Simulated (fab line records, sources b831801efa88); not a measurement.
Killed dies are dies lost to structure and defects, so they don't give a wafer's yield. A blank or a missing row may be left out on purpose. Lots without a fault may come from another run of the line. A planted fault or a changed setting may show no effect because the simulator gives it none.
fab line records | flow sky130
record lots=14 wafers=42 last_day=50
route steps=708 shown SONOS_TUNNEL@161 LDD_N@248 LDD_HVN@274
lots that met no fault: from a run of the same line without faults
start_h: hours from the record's first day to the start of the lot's first wafer shown | wait_h: hours since the lot's step before | " the same as in the row above | L1.1+2: a row that stands for several wafers | - no value, or no start given | * or withheld: withheld | < > ~ a bound
route shown NAME@n: a module of which the file shows steps, and the number in the route of the first | usual: mean/standard deviation of fault-free wafers | same: alike in all rows | chamber/n: place in a boat | sites: the reading at each site | _std_site: their standard deviation | _edge_site: outer sites' mean less inner sites' | radius_mm: how far each site lies from the wafer's centre | mask NAME#n: copy n | behind: the tool/chamber that last shaped the wafer | hold: why the lot was held/for how many hours/how that ended | device: the transistor (n, p or np) that didn't switch | end of line: the same wafers' tests at the end of the route | a step without rows: its recipe alone | killed: dies lost to structure and defects at the first sort, not the wafer's yield | map: a wafer's dies, x killed, . not, _ none there
set.NAME: the setting as run; set.NAME@STEP: as run at that earlier step | model.NAME: the simulator's own value behind a step, which no gauge read
steps of the route over a sample of lots; a table a step, a row a wafer
services: from which hour (start_h, from the record's first day; less than 0 if before it) a tool's chamber was out of use, for how many hours, and why
## steps
# step SKY_SONOS_TUNNEL_CD_MEAS_07
# recipe target_cd_nm=410
# usual cd_nm=410.1/2.2
# columns lot.wafer tool chamber start_h wait_h cd_nm
L844.2 cd_sem-01 - 253.44 0.1 409.5
L844.3 " - " " 408.6
L844.5 " - " " 411.1
L846.1 cd_sem-01 - 269.30 0.1 410.7
L846.5 " - " " 411.1
L846.6 " - " " 410.9
L847.1 cd_sem-02 - 281.55 0.1 412.3
L847.3 " - " " 411.1
L847.5 " - " " 411.7
L848.3 cd_sem-01 - 287.28 0.1 408.1
L848.4 " - " " 409.5
L848.6 " - " " 409.0
L850.2 cd_sem-01 - 304.51 0.1 410.2
L850.4 " - " " 409.7
L850.5 " - " " 410.5
L852.4 cd_sem-02 - 316.71 0.1 415.9
L852.5 " - " " 412.8
L852.6 " - " " 415.1
L854.1 cd_sem-01 - 338.02 0.1 406.3
L854.5 " - " " 407.3
L854.6 " - " " 407.6
L855.1 cd_sem-01 - 345.94 0.1 406.7
L855.3 " - " " 407.4
L855.6 " - " " 407.0
L857.4 cd_sem-01 - 356.98 0.1 411.6
L857.5 " - " " 410.7
L857.6 " - " " 411.7
L856.1 cd_sem-02 - 357.92 0.1 408.8
L856.3 " - " " 407.9
L856.5 " - " " 409.7
L858.2 cd_sem-01 - 364.58 0.2 408.5
L858.4 " - " " 410.7
L858.5 " - " " 410.3
L864.1 cd_sem-02 - 414.50 0.1 407.5
L864.4 " - " " 408.2
L864.6 " - " " 409.8
L865.2 cd_sem-01 - 423.17 0.1 413.1
L865.3 " - " " 413.0
L865.6 " - " " 413.8
L866.1 cd_sem-01 - 429.14 0.1 412.9
L866.2 " - " " 409.6
L866.3 " - " " 414.0
# step SKY_SONOS_TUNNEL_TW_MEAS_12
# usual SONOS_TUNNEL_TW=196.9/1.4
# columns lot.wafer tool chamber start_h wait_h SONOS_TUNNEL_TW
L844.2 film_metro-03 - 253.99 0.0 196.5
L844.3 " - " " 196.6
L844.5 " - " " 196.3
L846.1 film_metro-01 - 269.87 0.0 197.3
L846.5 " - " " 196.4
L846.6 " - " " 197.8
L847.1 film_metro-04 - 282.14 0.0 198.4
L847.3 " - " " 199.1
L847.5 " - " " 198.4
L848.3 film_metro-04 - 287.84 0.0 198.5
L848.4 " - " " 199.0
L848.6 " - " " 198.3
L850.2 film_metro-04 - 305.07 0.0 197.1
L850.4 " - " " 197.6
L850.5 " - " " 198.3
L852.4 film_metro-04 - 317.25 0.0 199.2
L852.5 " - " " 199.2
L852.6 " - " " 198.1
L854.1 film_metro-01 - 338.60 0.0 198.6
L854.5 " - " " 198.5
L854.6 " - " " 197.6
L855.1 film_metro-01 - 346.53 0.0 198.2
L855.3 " - " " 198.9
L855.6 " - " " 197.3
L857.4 film_metro-03 - 357.51 0.0 196.2
L857.5 " - " " 195.3
L857.6 " - " " 195.6
L856.1 film_metro-03 - 358.48 0.0 196.4
L856.3 " - " " 195.3
L856.5 " - " " 195.6
L858.2 film_metro-03 - 365.14 0.0 194.2
L858.4 " - " " 194.6
L858.5 " - " " 194.8
L864.1 film_metro-03 - 415.07 0.0 195.5
L864.4 " - " " 195.8
L864.6 " - " " 196.7
L865.2 film_metro-01 - 423.73 0.0 197.1
L865.3 " - " " 197.9
L865.6 " - " " 197.0
L866.1 film_metro-01 - 429.71 0.0 197.4
L866.2 " - " " 197.9
L866.3 " - " " 197.9
# step SKY_LDD_N_IMPLANT_11
# recipe species=As energy_kev=20 dose_cm2=7.5e+13 tilt_deg=withheld rotation_deg=293
# usual beam_energy_keV=19.999/0.0061 beam_on_s=9.99/0.19 rotation_deg=292.99/0.049
# columns lot.wafer tool chamber start_h wait_h beam_energy_keV beam_on_s rotation_deg
L844.2 implanter-02 0 406.92 0.1 19.998 10.10 293.02
L844.3 " 0 " " 20.004 9.99 292.99
L844.5 " 0 " " 19.994 9.81 292.99
L846.1 implanter-02 0 428.43 0.1 19.992 10.05 292.99
L846.5 " 0 " " 19.996 9.76 292.93
L846.6 " 0 " " 20.005 9.98 292.97
L847.1 implanter-02 0 436.83 0.1 20.018 9.98 293.00
L847.3 " 0 " " 19.999 9.87 292.95
L847.5 " 0 " " 20.003 10.16 293.03
L848.3 implanter-02 0 444.18 0.1 19.998 9.88 293.03
L848.4 " 0 " " 19.995 10.17 292.97
L848.6 " 0 " " 20.002 9.84 293.00
L850.2 implanter-02 0 473.59 0.1 19.997 10.09 293.01
L850.4 " 0 " " 20.000 10.14 292.94
L850.5 " 0 " " 19.994 9.95 293.03
L852.4 implanter-04 0 484.11 0.1 20.000 9.63 293.12
L852.5 " 0 " " 20.004 9.84 292.88
L852.6 " 0 " " 19.997 10.25 293.06
L854.1 implanter-04 0 508.28 0.1 19.988 10.23 293.01
L854.5 " 0 " " 20.004 10.18 292.96
L854.6 " 0 " " 19.997 10.02 292.95
L855.1 implanter-02 0 513.18 0.1 20.004 10.04 293.00
L855.3 " 0 " " 19.997 10.08 292.96
L855.6 " 0 " " 19.996 9.95 292.97
L857.4 implanter-03 - 521.90 0.1 - - -
L857.5 " - " " - - -
L857.6 " - " " - - -
L856.1 implanter-04 - 528.58 0.1 - - -
L856.3 " - " " - - -
L856.5 " - " " - - -
L858.2 implanter-04 0 535.41 0.1 20.002 10.07 292.99
L858.4 " 0 " " 19.999 9.55 293.07
L858.5 " 0 " " 20.000 9.99 292.97
L864.1 implanter-03 0 583.13 0.1 20.005 9.98 292.98
L864.4 " 0 " " 19.996 9.89 292.99
L864.6 " 0 " " 19.995 9.65 293.07
L865.2 implanter-03 0 590.15 0.1 20.003 10.09 292.99
L865.3 " 0 " " 19.995 9.98 293.03
L865.6 " 0 " " 20.000 9.58 293.06
L866.1 implanter-04 0 593.98 0.1 20.001 10.21 293.09
L866.2 " 0 " " 19.990 9.92 292.98
L866.3 " 0 " " 20.008 9.73 293.01
# step SKY_LDD_N_STRIP_16
# recipe chemistry=O2/N2 power_w=1400 pressure_mtorr=1500 platen_temp_c=withheld o2_flow_sccm=3000 n2_flow_sccm=300 overash_fraction=0.5
# usual drypump_motor_current_A=5.4/0.34 oes_product_au=0.406/0.0042 strip_time_to_endpoint_s=4.309/0.016
# columns lot.wafer tool chamber start_h wait_h drypump_motor_current_A oes_product_au rf_hours_counter_h strip_time_to_endpoint_s
L844.2 plasma_asher-02 1 407.64 0.1 4.7 0.406 72 4.291
L844.3 " 1 " " 4.7 0.401 - 4.328
L844.5 " 0 " " 5.9 0.406 - 4.296
L846.1 plasma_asher-04 0 429.18 0.1 5.7 0.412 62 4.326
L846.5 " 1 " " 5.0 0.410 - 4.341
L846.6 " 0 " " 5.7 0.404 - 4.324
L847.1 plasma_asher-04 1 437.58 0.1 5.0 0.407 62 4.316
L847.3 " 1 " " 5.0 0.403 - 4.299
L847.5 " 0 " " 5.7 0.410 - 4.323
L848.3 plasma_asher-02 0 444.91 0.1 5.9 0.398 - 4.314
L848.4 " 1 " " 4.7 0.403 - 4.306
L848.6 " 0 " " 5.8 0.411 - 4.311
L850.2 plasma_asher-01 1 474.31 0.1 5.5 0.403 35 4.286
L850.4 " 0 " " 5.5 0.402 - 4.295
L850.5 " 0 " " 5.4 0.411 - 4.276
L852.4 plasma_asher-04 1 484.82 0.1 5.0 0.404 - 4.352
L852.5 " 1 " " 5.0 0.404 - 4.334
L852.6 " 0 " " 5.6 0.409 - 4.336
L854.1 plasma_asher-04 0 509.03 0.1 5.7 0.405 70 4.301
L854.5 " 0 " " 5.7 0.407 - 4.303
L854.6 " 1 " " 5.0 0.402 - 4.280
L855.1 plasma_asher-01 0 513.93 0.1 5.4 0.403 39 4.311
L855.3 " 1 " " 5.5 0.411 - 4.304
L855.6 " 1 " " 5.5 0.409 - 4.305
L857.4 plasma_asher-02 0 522.61 0.1 5.8 0.407 - 4.107
L857.5 " 0 " " 5.8 0.405 - 4.104
L857.6 " 1 " " 4.7 0.409 - 4.110
L856.1 plasma_asher-01 1 529.33 0.1 5.5 0.415 41 4.123
L856.3 " 0 " " 5.5 0.407 - 4.123
L856.5 " 1 " " 5.5 0.406 - 4.147
L858.2 plasma_asher-01 0 536.13 0.1 5.5 0.399 42 4.298
L858.4 " 0 " " 5.5 0.401 - 4.286
L858.5 " 1 " " 5.5 0.409 - 4.301
L864.1 plasma_asher-01 1 583.88 0.1 5.5 0.411 45 4.323
L864.4 " 1 " " 5.5 0.410 - 4.316
L864.6 " 1 " " 5.5 0.408 - 4.340
L865.2 plasma_asher-01 1 590.88 0.1 5.5 0.410 46 4.334
L865.3 " 0 " " 5.4 0.406 - 4.323
L865.6 " 1 " " 5.5 0.402 - 4.316
L866.1 plasma_asher-02 0 594.73 0.1 5.8 0.401 91 4.319
L866.2 " 1 " " 4.7 0.410 91 4.342
L866.3 " 0 " " 5.8 0.408 - 4.304
# step SKY_LDD_N_TW_MEAS_17
# usual LDD_N_TW=2589/14
# columns lot.wafer tool chamber start_h wait_h LDD_N_TW
L844.2 film_metro-02 - 407.75 0.1 2580
L844.3 " - " " 2571
L844.5 " - " " 2592
L846.1 film_metro-04 - 429.28 0.1 2600
L846.5 " - " " 2595
L846.6 " - " " 2593
L847.1 film_metro-01 - 437.68 0.1 2589
L847.3 " - " " 2596
L847.5 " - " " 2583
L848.3 film_metro-01 - 445.00 0.1 2583
L848.4 " - " " 2584
L848.6 " - " " 2586
L850.2 film_metro-01 - 474.42 0.1 2600
L850.4 " - " " 2619
L850.5 " - " " 2596
L852.4 film_metro-01 - 484.91 0.1 2602
L852.5 " - " " 2593
L852.6 " - " " 2601
L854.1 film_metro-04 - 509.13 0.1 2590
L854.5 " - " " 2586
L854.6 " - " " 2582
L855.1 film_metro-02 - 514.03 0.1 2568
L855.3 " - " " 2555
L855.6 " - " " 2558
L857.4 film_metro-01 - 522.71 0.1 2455
L857.5 " - " " 2459
L857.6 " - " " 2471
L856.1 film_metro-04 - 529.43 0.1 2455
L856.3 " - " " 2449
L856.5 " - " " 2442
L858.2 film_metro-01 - 536.24 0.1 2582
L858.4 " - " " 2593
L858.5 " - " " 2595
L864.1 film_metro-01 - 583.98 0.1 2614
L864.4 " - " " 2594
L864.6 " - " " 2605
L865.2 film_metro-01 - 590.99 0.1 2600
L865.3 " - " " 2591
L865.6 " - " " 2602
L866.1 film_metro-02 - 594.93 0.2 2565
L866.2 " - " " 2561
L866.3 " - " " 2572
# step SKY_LDD_HVN_OVL_MEAS_07
# usual LDD_HVN_OVL=0.5/1.3
# columns lot.wafer tool chamber start_h wait_h LDD_HVN_OVL[nm]
L844.2 overlay-01 - 469.02 0.1 0.3
L844.3 " - " " 1.0
L844.5 " - " " 1.0
L846.1 overlay-02 - 491.70 0.1 1.9
L846.5 " - " " 0.6
L846.6 " - " " 0.1
L847.1 overlay-01 - 499.70 0.1 0.8
L847.3 " - " " 1.1
L847.5 " - " " -1.0
L848.3 overlay-02 - 506.38 0.1 4.0
L848.4 " - " " 3.3
L848.6 " - " " 3.0
L850.2 overlay-02 - 536.40 0.1 -0.8
L850.4 " - " " -1.6
L850.5 " - " " 0.8
L852.4 overlay-02 - 546.61 0.1 2.1
L852.5 " - " " 1.0
L852.6 " - " " -0.1
L854.1 overlay-01 - 568.60 0.1 1.9
L854.5 " - " " 1.1
L854.6 " - " " 1.0
L855.1 overlay-02 - 574.12 0.1 1.5
L855.3 " - " " 1.2
L855.6 " - " " 0.9
L858.2 overlay-01 - 602.00 0.1 2.0
L858.4 " - " " 0.9
L858.5 " - " " 0.5
L864.1 overlay-01 - 640.94 0.1 0.5
L864.4 " - " " 0.2
L864.6 " - " " 0.6
L865.2 overlay-02 - 647.00 0.1 -0.1
L865.3 " - " " -0.5
L865.6 " - " " 0.9
L866.1 overlay-02 - 653.29 0.1 0.2
L866.2 " - " " 0.4
L866.3 " - " " -0.1
## services
# columns tool chamber start_h hours kind
implanter-02 - 386.75 1.1 repair
implanter-03 - 387.73 2.6 repair
implanter-04 - 396.82 3.8 pm
implanter-02 - 408.91 3.0 repair
plasma_asher-02 - 442.47 2.1 repair
plasma_asher-02 - 452.42 1.6 repair
implanter-04 - 454.38 26.6 pm
implanter-03 - 459.30 2.3 repair
implanter-02 - 468.71 3.8 repair
plasma_asher-04 - 471.13 0.5 repair
plasma_asher-01 - 487.77 3.3 repair
implanter-02 - 508.42 4.0 pm
implanter-02 - 527.32 4.0 repair
implanter-03 - 531.66 2.6 repair
plasma_asher-01 - 547.51 7.4 repair
implanter-04 - 564.33 1.2 repair
implanter-02 - 592.76 2.9 repair
## key
first_sign step=SKY_LDD_N_IMPLANT_11 reading=tool_record direction=missing
effect step=SKY_LDD_N_STRIP_16 reading=strip_time_to_endpoint_s direction=down sigmas=12 usual=* struck=*
effect step=SKY_LDD_N_TW_MEAS_17 reading=LDD_N_TW direction=down sigmas=9.6 usual=2589 struck=2455
met_at SKY_LDD_N_IMPLANT_11
struck_lots L856,L857
later_rows_left_out L856.1,L856.3,L856.5,L857.4,L857.5,L857.6
sort_left_out L856.1,L856.3,L856.5,L857.4,L857.5,L857.6
tester_left_out L856,L857
not_acting_at SKY_SONOS_TUNNEL_CD_MEAS_07,SKY_SONOS_TUNNEL_TW_MEAS_12,SKY_LDD_HVN_OVL_MEAS_07
onset_between 508.28 521.90
fault kind=skipped_step_whole tool=implanter-03,implanter-04 chamber=- onset_h=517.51 steps=SKY_LDD_N_IMPLANT_11 scope=struck_lots_only
# tester_left_out: of these lots the tester's yield and bins aren't shown, on N5 and GAA mostly nor the transistor test; their killed dies are dies lost to structure and defects alone, not to doping, threshold or leakage, so they don't give the yield
# sort_left_out: the simulated sort isn't trusted on such a fault, so these wafers' sort isn't shown, and their yield isn't known
# later_rows_left_out: the simulator's readings of these wafers behind a module that went badly wrong aren't trusted and aren't shown, but for the sort
